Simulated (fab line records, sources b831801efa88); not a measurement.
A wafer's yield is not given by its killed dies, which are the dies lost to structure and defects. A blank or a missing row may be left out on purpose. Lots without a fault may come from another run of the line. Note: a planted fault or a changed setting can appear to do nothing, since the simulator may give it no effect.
Lot-split experiment -- flow gf180mcu -- route with 602 steps; 5 lots, 23 wafers read

## SPLIT DETAILS
At GF_VT_IMPLANT_IMPLANT_19, the setting energyKev was moved away from the recipe's 100 on 8 of the 23 wafers read, by -3.1% to +4.0%. The other wafers ran this setting at the recipe's value.

The reading is taken at the split's own step.

## THE READING
implant.drpNm (the simulator's own value, which no gauge read), in nm, at GF_VT_IMPLANT_IMPLANT_19. The file does not state a usual value for it.

wafer,"tool, chamber at the split",energyKev as run,against the recipe,"implant.drpNm, nm",against lot-mates on the recipe
L076.1,"implanter-03, 0",100,recipe,24.08,-
L076.4,"implanter-03, 0",100,recipe,24.08,-
L076.2,"implanter-03, 0",96.88,-3.1%,23.47,-0.61
L076.3,"implanter-03, 0",96.88,-3.1%,23.47,-0.61
L076.5,"implanter-03, 0",96.88,-3.1%,23.47,-0.61
L079.2,"implanter-04, 0",100,recipe,24.08,-
L079.3,"implanter-04, 0",100,recipe,24.08,-
L079.6,"implanter-04, 0",100,recipe,24.08,-
L083.2,"implanter-04, 0",100,recipe,24.08,-
L083.3,"implanter-04, 0",100,recipe,24.08,-
L083.6,"implanter-04, 0",100,recipe,24.08,-
L083.4,"implanter-04, 0",104,+4.0%,24.87,+0.79
L083.5,"implanter-04, 0",104,+4.0%,24.87,+0.79
L084.1,"implanter-03, 0",100,recipe,24.08,-
L084.3,"implanter-03, 0",100,recipe,24.08,-
L084.2,"implanter-03, 0",97.71,-2.3%,23.63,-0.45
L084.5,"implanter-03, 0",97.71,-2.3%,23.63,-0.45
L084.6,"implanter-03, 0",97.71,-2.3%,23.63,-0.45
L085.1,"implanter-04, 0",100,recipe,24.08,-
L085.2,"implanter-04, 0",100,recipe,24.08,-
L085.3,"implanter-04, 0",100,recipe,24.08,-
L085.4,"implanter-04, 0",100,recipe,24.08,-
L085.5,"implanter-04, 0",100,recipe,24.08,-

FIT RESULTS
A straight line over all 23 wafers: implant.drpNm changes by +0.197 nm for each +1% of energyKev; r = +1.00; the points scatter about the line by 0.0015 nm.
The same after taking each lot's own level away (the mean of its wafers on the recipe; 23 wafers): +0.197 nm for each +1%; r = +1.00; scatter 0.0015 nm.
Per that fit: largest energyKev move, reading shift of 0.79 nm.
The lots' own levels span 24.080 to 24.080 nm.
The two slopes are in agreement: the lot-to-lot level therefore moves the slope only a little.
Check: for one of the wafers moved furthest among these (+4.0%), held out of the fit, the line's prediction against its lot-mates is +0.786 nm. Against them it came out at +0.79 nm.

## THESE WAFERS: OTHER SPLITS
Note: prior to the reading, these wafers also went through further splits. Each is held against what the fit with the lots' levels taken away leaves over:
other split on the same wafers,wafers away from the commonest value,r with implant.drpNm (lot level and that fit taken away)
GF_STI_COAT_07 resistThkNm,8,-0.02
GF_STI_SOFTBAKE_08 tempC,10,-0.69
GF_LVPWELL_COAT_02 resistThkNm,7,-0.31
GF_MVSD_COAT_02 resistThkNm,9,-0.47
GF_MVSD_IMPLANT_08 doseCm2,8,-0.26
GF_MVPSD_IMPLANT_08 doseCm2,6,-0.03

## THE WHOLE CHAIN: every reading that the file lists as answering this split, in the file's order
step,what it does,reading,change (the file's fit),r (the file's)
GF_VT_IMPLANT_IMPLANT_19,,"implant.rpNm (the simulator's own value, which no gauge read)",+0.512 nm for each +1% of the setting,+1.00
GF_VT_IMPLANT_IMPLANT_19,,"implant.drpNm (the simulator's own value, which no gauge read)",+0.197 nm for each +1% of the setting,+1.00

## THE FILE'S OWN FIT
implant.drpNm changes by +0.197 nm for each +1% of energyKev, r = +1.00.
